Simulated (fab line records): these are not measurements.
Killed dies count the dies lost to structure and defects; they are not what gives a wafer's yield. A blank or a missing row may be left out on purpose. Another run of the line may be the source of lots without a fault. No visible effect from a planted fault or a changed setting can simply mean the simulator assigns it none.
Matching of chambers -- flow gf180mcu -- 4 sister chambers for GF_V5_CMP_04 on cmp-02
The step polishes SiO2. 16 wafers are shown with their chamber, then 8 later ones without.

## WAFERS PAIRED WITH THEIR CHAMBERS
wafer,chamber,motor_current_A (A)
L517.3,0,12.2
L517.4,3,10.6
L517.6,3,11.4
L520.3,3,11.6
L520.4,0,11.6
L520.6,0,12.6
L523.2,3,11.3
L523.4,1,10.6
L523.5,1,10.5
L527.1,2,11.9
L527.3,1,10.6
L527.4,3,11.2
L529.3,2,11.9
L529.5,2,12.1
L529.6,3,11.6
L536.2,1,10.4

SIGNATURES (means of the wafers above)
reading,chamber 0,chamber 1,chamber 2,chamber 3,scatter within a chamber
motor_current_A,12.133,10.525,11.967,11.283,0.323
Rule: for each reading, subtract the chamber's mean from the wafer's reading, divide by that reading's scatter and square the result; add these up over the readings and take the root, which gives the wafer's distance from the chamber. The wafer belongs to the nearest chamber; if the next one is less than 2 further off, it can't be placed. The scatter is the square root of a quotient: the sum, over the shown wafers, of each reading's squared deviation from its chamber's mean, divided by wafers minus chambers.

## WAFERS MISSING THEIR CHAMBER
wafer,motor_current_A (A)
L536.3,11.2
L536.5,10.8
L539.2,12.5
L539.3,11.0
L539.5,12.0
L540.1,10.7
L540.5,11.0
L540.6,12.6

## WHICH CHAMBER EACH ONE RAN IN
wafer,from the rows above,in truth
L536.3,can't be placed: 3 or 1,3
L536.5,can't be placed: 1 or 3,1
L539.2,can't be placed: 0 or 2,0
L539.3,can't be placed: 3 or 1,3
L539.5,can't be placed: 2 or 0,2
L540.1,can't be placed: 1 or 3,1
L540.5,can't be placed: 3 or 1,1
L540.6,can't be placed: 0 or 2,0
0 of 8 placed correctly. From these rows, 8 cannot be placed; in 8 the true chamber is one of the candidates. 0 placed wrongly.
